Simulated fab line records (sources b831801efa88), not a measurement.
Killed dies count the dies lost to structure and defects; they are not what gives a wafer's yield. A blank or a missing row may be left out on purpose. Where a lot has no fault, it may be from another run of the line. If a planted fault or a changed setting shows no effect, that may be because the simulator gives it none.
Which tool is to blame? ; flow gf180mcu ; 13 lots, 39 wafers sampled, at 5 steps of a route of 602

## WHAT THE GAUGES SHOWED, per wafer
GF_VT_IMPLANT_OVL_MEAS_07. Usual: for VT_IMPLANT_OVL the level is -0.3 nm and the standard deviation is 1.2.
lot;measured;on;VT_IMPLANT_OVL (nm);flag
L912;day 5 20:39;overlay-01;-0.4 0.5 0.0;
L913;day 5 23:16;overlay-02;-1.5 0.1 -1.8;
L914;day 6 06:13;overlay-01;-0.5 -0.4 -1.3;
L917;day 6 22:17;overlay-02;1.1 0.7 0.2;
L918;day 7 05:40;overlay-01;-1.0 -0.4 -0.3;
L919;day 7 07:49;overlay-01;2.7 1.5 3.6;
L926;day 9 04:45;overlay-01;1.0 -0.1 -0.4;
L927;day 9 11:47;overlay-02;1.4 1.2 1.1;
L929;day 9 23:01;overlay-01;-1.7 -1.0 -1.7;
L932;day 10 18:30;overlay-02;-0.6 0.2 -2.3;
L933;day 11 00:17;overlay-01;-1.2 1.1 -0.9;
L934;day 11 07:09;overlay-01;1.0 -1.3 0.2;
L935;day 11 12:26;overlay-02;-0.5 -0.1 1.6;

GF_VT_IMPLANT_RS_MEAS_49: a four-point-probe measurement. Usual: for MVPSD_RS the level is 1168.6 ohm/sq and the standard deviation is 3.
lot;measured;on;MVPSD_RS (ohm/sq);flag
L912;day 7 19:10;film metro-03;1170.2 1174.1 1170.2;
L913;day 7 22:19;film metro-03;1172.1 1172.4 1174.3;
L914;day 8 06:05;film metro-01;1169.1 1164.7 1164.7;
L917;day 8 23:59;film metro-01;1169.9 1167.3 1170.8;
L918;day 9 08:19;film metro-03;1199.7 1201.5 1199.0;OFF
L919;day 9 09:33;film metro-03;1198.1 1197.0 1196.6;OFF
L926;day 11 12:20;film metro-01;1171.5 1165.0 1170.0;
L927;day 11 19:36;film metro-02;1164.6 1164.1 1169.7;
L929;day 12 08:35;film metro-01;1162.4 1161.9 1162.1;
L932;day 13 04:29;film metro-02;1167.4 1169.1 1168.1;
L933;day 13 11:55;film metro-02;1163.8 1168.1 1164.4;
L934;day 13 19:40;film metro-01;1165.0 1166.9 1167.7;
L935;day 13 23:30;film metro-02;1170.0 1176.9 1173.0;

GF_PSD_OVL_MEAS_08. Usual: for PSD_OVL the level is -1.1 nm and the standard deviation is 1.7.
lot;measured;on;PSD_OVL (nm);flag
L912;day 14 09:52;overlay-01;-2.8 -2.5 -3.0;
L913;day 14 11:27;overlay-01;-3.2 -1.2 -1.3;
L914;day 15 01:40;overlay-02;-4.0 -2.7 -4.6;
L917;day 15 23:16;overlay-02;-2.7 -2.2 -1.7;
L918;day 16 10:04;overlay-01;-2.0 -4.2 -2.7;
L919;day 16 12:09;overlay-02;1.4 1.5 0.2;
L926;day 19 05:10;overlay-02;-2.4 -1.9 -1.2;
L927;day 19 16:19;overlay-01;0.3 0.2 0.5;
L929;day 20 07:37;overlay-01;-1.5 -0.7 -0.2;
L932;day 21 09:35;overlay-02;-2.0 -3.2 -1.8;
L933;day 21 15:02;overlay-01;0.6 1.2 0.7;
L934;day 21 22:59;overlay-01;-1.9 -1.6 -3.2;
L935;day 22 10:20;overlay-01;-1.6 -1.2 -0.5;

## WHAT TOOL EACH LOT RAN ON (gives the tool, then ch and the chambers of the sampled wafers, and finally the start)
lot;GF_STI_STRIP_15;GF_MVPSD_IMPLANT_08
L912;plasma asher-02 ch 0,1, day 2 05:41;implanter-01 ch 0, day 5 06:13
L913;plasma asher-01 ch 0,1, day 2 08:55;implanter-03 ch 0, day 5 09:01
L914;plasma asher-03 ch 0,1, day 2 12:38;implanter-01 ch 0, day 5 15:24
L917;plasma asher-02 ch 0, day 3 05:05;implanter-04 ch 0, day 6 06:51
L918;plasma asher-03 ch 0,1, day 3 09:20;implanter-03 ch 0, day 6 13:53
L919;plasma asher-01 ch 0,1, day 3 14:09;implanter-03 ch 0, day 6 16:42
L926;plasma asher-03 ch 0,1, day 5 01:11;implanter-01 ch 0, day 8 11:54
L927;plasma asher-01 ch 0,1, day 5 07:51;implanter-04 ch 0, day 8 18:39
L929;plasma asher-03 ch 0,1, day 5 17:51;implanter-01 ch 0, day 9 05:08
L932;plasma asher-03 ch 0,1, day 6 08:37;implanter-01 ch 0, day 10 00:08
L933;plasma asher-01 ch 0,1, day 6 13:06;implanter-01 ch 0, day 10 05:41
L934;plasma asher-03 ch 0,1, day 6 18:36;implanter-04 ch 0, day 10 11:54
L935;plasma asher-03 ch 0,1, day 6 23:26;implanter-04 ch 0, day 10 17:35
- GF_STI_STRIP_15: strips in O2/N2.
- GF_MVPSD_IMPLANT_08

## AS READ BY THE TOOLS THEMSELVES (means over the sampled wafers that have a number; for cases with no such wafer, the mark the record gives instead)
GF_STI_STRIP_15. Usual: drypump motor current A 5.64 A, standard deviation 0.13; heater power w 320 W, standard deviation 35; n2 flow sccm 299.8 sccm, standard deviation 0.82; oes product au 0.384 a.u., standard deviation 0.0048; strip time to endpoint s 3.716 s, standard deviation 0.029.
lot;tool;drypump motor current A (A);heater power w (W);n2 flow sccm (sccm);oes product au (a.u.);strip time to endpoint s (s);flag
L912;plasma asher-02;5.73;299;300.9;0.383;3.723;
L913;plasma asher-01;5.61;346;299.6;0.391;3.721;
L914;plasma asher-03;5.65;314;299.6;0.386;3.735;
L917;plasma asher-02;5.64;322;299.9;0.386;3.720;
L918;plasma asher-03;5.64;308;299.5;0.382;3.714;
L919;plasma asher-01;5.67;322;300.5;0.389;3.714;
L926;plasma asher-03;5.65;304;300.8;0.383;3.692;
L927;plasma asher-01;5.63;353;299.6;0.383;3.698;
L929;plasma asher-03;5.54;331;300.0;0.383;3.720;
L932;plasma asher-03;5.53;329;299.6;0.388;3.743;
L933;plasma asher-01;5.62;354;300.3;0.383;3.712;
L934;plasma asher-03;5.65;310;299.1;0.387;3.708;
L935;plasma asher-03;5.53;333;299.8;0.387;3.746;

GF_MVPSD_IMPLANT_08. Usual: dose ions cm2 1.4997e+13, standard deviation 1.5e+10; faraday current uA 84.6, standard deviation 1.7.
lot;tool;dose ions cm2;faraday current uA;flag
L912;implanter-01;1.5016e+13;86.3;
L913;implanter-03;1.5007e+13;84.2;
L914;implanter-01;1.4988e+13;85.9;
L917;implanter-04;1.5018e+13;84.8;
L918;implanter-03;1.4208e+13;80.5;OFF
L919;implanter-03;1.4225e+13;79.0;OFF
L926;implanter-01;1.4995e+13;84.7;
L927;implanter-04;1.4987e+13;85.7;
L929;implanter-01;1.4991e+13;84.3;
L932;implanter-01;1.4996e+13;84.1;
L933;implanter-01;1.4994e+13;83.6;
L934;implanter-04;1.4982e+13;83.8;
L935;implanter-04;1.4979e+13;84.0;

## THE ANSWER, worked out from the rows above alone
Rule: a lot is off if the mean of its wafers that have a number lies more than 3 standard deviations from the usual mean. Also off: a lot with no number at a reading for which 4 or more lots have one. Any other lot the step has rows for is counted as sound. Order of review: gauges by route order, followed by the tools' own readings, for which a lot's mean as printed above is used. At the first step where some lot is off, the reading lying furthest off is the one used; lots without a number count as furthest.
Off: L918, L919, at GF_VT_IMPLANT_RS_MEAS_49 (MVPSD_RS).
If a tool, at a process step before that reading, ran all the lots that are off and no sound lot after the first of them, it fits. The gauges at GF_VT_IMPLANT_RS_MEAS_49 aren't tried: what is off there is off at GF_MVPSD_IMPLANT_08 too, on other tools, and a gauge's error can't cause that. One candidate fits, namely implanter-03 at GF_MVPSD_IMPLANT_08. Its last sound lot is L913 (day 5 09:01), its first lot that is off L918 (day 6 13:53): a fault that began between those two fits.
The tool's own readings at GF_MVPSD_IMPLANT_08 bear it out: on the lots that are off they differ by more than 5 times the standard deviation of the sound lots' means. dose ions cm2 reads 1.4216e+13 there against 1.4996e+13 on the sound lots; faraday current uA reads 79.8 there against 84.7 on the sound lots.

## WHAT THE SIMULATOR PUT IN
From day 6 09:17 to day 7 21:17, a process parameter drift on implanter-03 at GF_MVPSD_IMPLANT_08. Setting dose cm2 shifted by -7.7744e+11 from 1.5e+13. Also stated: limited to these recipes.
Lots struck among those shown: L918, L919. The rule above found the same.
